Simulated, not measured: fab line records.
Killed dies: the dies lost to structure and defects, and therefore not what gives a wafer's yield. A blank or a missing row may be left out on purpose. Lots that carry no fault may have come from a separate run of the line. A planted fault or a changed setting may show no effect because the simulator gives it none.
Struck lot and sound lot, side by side ; flow gf180mcu ; 18 out of 602 route steps
Sound: these wafers, L420.2, L420.5, L420.6. Struck: wafer L416.3. (L416.4, L416.6 of the same lot were not struck and are left out.) The cause comes at the end.
Order at every step that has rows: each side's tool, ch and its chambers, its first start. Under that, the readings that differ: sound wafers ; struck wafers ; difference of the means ; sigmas: that difference in standard deviations of wafers without a fault.
alike: words and numbers the same on both sides, and readings whose means are apart by under 2 such deviations; not compared: readings that were withheld, readings missing a value for some wafer, numbers with overlapping values and no deviation given by the record, and bounds like >300 which may hide the same value.
A row with sigmas, a row that says differs or no value, or rows on one side alone: a step with any of these is where the two part. Non-overlapping numbers with no deviation appear without sigmas and do not part them. A reading that every wafer of one side lacks parts them only if that side has two wafers or more.

first, 3 steps without rows for these wafers: GF_V5_EXPOSE_11 (exposes mask Via5, target cd 260 nm); GF_V5_PEB_12 (peb time 90 s); GF_V5_DEVELOP_13 (develop time 60 s).
GF_V5_CD_MEAS_14: the cd target is 260 nm.
  sound: cd-sem-02 at day 31 02:59; struck: cd-sem-02 at day 30 02:08
reading;sound;struck;difference;sigmas
cd-nm (nm);260.7 260.0 259.8;257.3;-2.9;-3
GF_V5_OVL_MEAS_15:
  sound: overlay-02 at day 31 03:05; struck: overlay-01 at day 30 02:13
  alike: V5_OVL
GF_V5_ETCH_16: etches BARC in N2/H2.
  sound on rie-diel-03 ch 0,2,3, day 31 03:07; struck on rie-diel-01 ch 3, day 30 02:15
reading;sound;struck;difference;sigmas
oes-product-au (a.u.);0.848 0.864 0.852;0.867;+0.012;+2
  alike: drypump-motor-current-A, throttle-valve-pct
then, 1 step without rows for these wafers: GF_V5_ETCH_17 (etches SiO2 in C4F8/O2/Ar, stops on TiN, target depth 855 nm).
GF_V5_STRIP_18: strips in O2/N2.
  sound on plasma-asher-04 ch 0,1, day 31 03:16; struck on plasma-asher-01 ch 1, day 30 02:26
  alike: drypump-motor-current-A, heater-power-w, oes-product-au
  not compared: rf-hours-counter-h
then, 2 steps without rows for these wafers: GF_V5_STRIP_19 (strips in post etch residue remover, time 1200 s); GF_V5_CLEAN_20 (cleans in DIW).
GF_V5_SPUTTER_21: material Ti, target thk 15 nm, time 80.02 s.
  sound: pvd-sputter-02 at day 31 03:49; struck: pvd-sputter-04 at day 30 02:56
  alike: throttle-valve-pct
GF_V5_SPUTTER_22: material TiN, target thk 10 nm, time 40 s.
  sound: pvd-sputter-02 at day 31 03:52; struck: pvd-sputter-04 at day 30 03:00
reading;sound;struck;difference;sigmas
throttle-valve-pct (%);30.0 29.7 28.2;31.0;+1.7;+2
GF_V5_CVD_23: deposits W, target thk 350 nm, time 104.9 s.
  sound on cvd-w-01 ch 0,1, day 31 03:55; struck on cvd-w-02 ch 0, day 30 03:04
reading;sound;struck;difference;sigmas
model.W_of_V5_CVD_23.thk-nm (nm);353.5 353.6 355.3;459.4;+105.3;
  alike: chamber-pressure-Torr, heater-power-w
GF_V5_RS_MEAS_24: measurement is done with a four-point probe.
  sound: film-metro-03 at day 31 04:02; struck: film-metro-03 at day 30 03:11
reading;sound;struck;difference;sigmas
V5_W_RS (ohm/sq);0.325 0.325 0.323;0.250;-0.074;-24
GF_V5_THK_MEAS_25: measures by xrf.
  sound: film-metro-03 at day 31 04:09; struck: film-metro-03 at day 30 03:17
reading;sound;struck;difference;sigmas
V5_W_THK (nm);361 362 361;468;+107;+25
GF_V5_CMP_26: polishes, stops on SiO2, t overpolish 15 s, target thk 0 nm.
  sound on cmp-02 ch 0,3, day 31 04:15; struck on cmp-01 ch 0, day 30 03:23
reading;sound;struck;difference;sigmas
time-to-endpoint-s (s);89 84 87;112;+25;+7
  alike: motor-current-A
GF_TOP_METAL_SPUTTER_00: material Ti, target thk 37.5 nm, time 150 s.
  sound: pvd-sputter-04 at day 31 04:30; struck: pvd-sputter-01 at day 30 03:38
reading;sound;struck;difference;sigmas
throttle-valve-pct (%);30.9 31.1 29.8;28.9;-1.7;-2
following that, these wafers have no rows for 1 step: GF_PASSIVATION_PROBE_99.

WHERE THEY PART
Last at GF_TOP_METAL_SPUTTER_00 as far as this record goes, first at GF_V5_CD_MEAS_14.

WHY: the cause the simulator had injected
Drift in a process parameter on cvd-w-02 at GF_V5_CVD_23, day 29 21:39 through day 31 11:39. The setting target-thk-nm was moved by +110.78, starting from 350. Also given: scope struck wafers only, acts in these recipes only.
